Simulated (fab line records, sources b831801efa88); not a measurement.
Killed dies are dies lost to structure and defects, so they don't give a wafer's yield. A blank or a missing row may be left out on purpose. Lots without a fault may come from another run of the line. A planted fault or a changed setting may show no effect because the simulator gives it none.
Which tool did it? | flow sky130 | 13 lots, 39 wafers sampled, at 2 steps of a route of 708

WHAT THE GAUGES READ, wafer by wafer
SKY_LDD_HVP_OVL_MEAS_07. Usual: LDD_HVP_OVL 1.0 nm, standard deviation 1.4.
lot  | measured     | on         | LDD_HVP_OVL (nm) | flag
L265 | day 21 06:19 | overlay-02 | 0.8 1.7 0.6      |
L266 | day 21 19:09 | overlay-01 | -0.1 1.8 1.5     |
L267 | day 22 08:09 | overlay-01 | 1.4 1.6 1.3      |
L268 | day 22 13:19 | overlay-02 | 1.6 1.4 -0.2     |
L270 | day 23 18:00 | overlay-02 | 2.8 1.0 2.0      |
L275 | day 26 14:11 | overlay-02 | 0.2 2.7 0.7      |
L278 | day 26 18:39 | overlay-01 | 0.7 -0.1 1.2     |
L279 | day 26 18:46 | overlay-02 | 0.2 2.6 0.6      |
L280 | day 26 22:31 | overlay-01 | -1.6 0.3 -1.8    |
L281 | day 27 05:34 | overlay-01 | -0.2 0.3 1.7     |
L282 | day 27 22:04 | overlay-02 | 3.0 2.7 1.9      |
L284 | day 28 20:51 | overlay-02 | 2.1 4.9 4.5      |
L286 | day 29 05:46 | overlay-01 | 1.2 0.2 1.1      |

SKY_SD_P_TW_MEAS_11. Usual: SD_P_TW 2832, standard deviation 15.
lot  | measured     | on            | SD_P_TW        | flag
L265 | day 25 06:19 | film_metro-04 | 2828 2826 2825 |
L266 | day 25 16:10 | film_metro-03 | 2806 2796 2808 |
L267 | day 26 05:00 | film_metro-04 | 2822 2813 2823 |
L268 | day 26 07:37 | film_metro-03 | 2811 2810 2814 |
L270 | day 27 15:46 | film_metro-03 | 2834 2857 2860 |
L275 | day 30 06:21 | film_metro-04 | 2837 2850 2851 |
L278 | day 30 10:19 | film_metro-01 | 2816 2828 2840 |
L279 | day 30 10:37 | film_metro-03 | 2839 2833 2845 |
L280 | day 30 14:49 | film_metro-04 | 2863 2858 2836 |
L281 | day 30 21:49 | film_metro-03 | 2838 2850 2849 |
L282 | day 31 12:58 | film_metro-01 | 2853 2850 2838 |
L284 | day 32 11:19 | film_metro-03 | 2846 2826 2827 |
L286 | day 32 19:40 | film_metro-03 | 2834 2827 2849 |

WHICH TOOL RAN EACH LOT (tool, then ch and the chambers of the sampled wafers, then the start)
The record holds no process step before these readings.

WHAT THE TOOLS THEMSELVES READ (means of the sampled wafers that have a number; where no wafer has one, the mark that the record gives instead)
The record holds no such reading with a usual standard deviation.

THE ANSWER, worked out from the rows above alone
Rule: a lot is off if the mean of its wafers that have a number lies more than 3 standard deviations from the usual mean. A lot without any number at a reading at which 4 lots or more have one is off too. The other lots that the step has rows for count as sound. The gauges are gone through in route order, then the tools' own readings, and for those a lot's mean is taken as printed above. The first step at which some lot is off is used, and at that step the reading that is off furthest; a lot without a number counts as furthest.
No lot is off at any reading shown: from this, nothing can be told.

WHAT THE SIMULATOR HAD PUT IN
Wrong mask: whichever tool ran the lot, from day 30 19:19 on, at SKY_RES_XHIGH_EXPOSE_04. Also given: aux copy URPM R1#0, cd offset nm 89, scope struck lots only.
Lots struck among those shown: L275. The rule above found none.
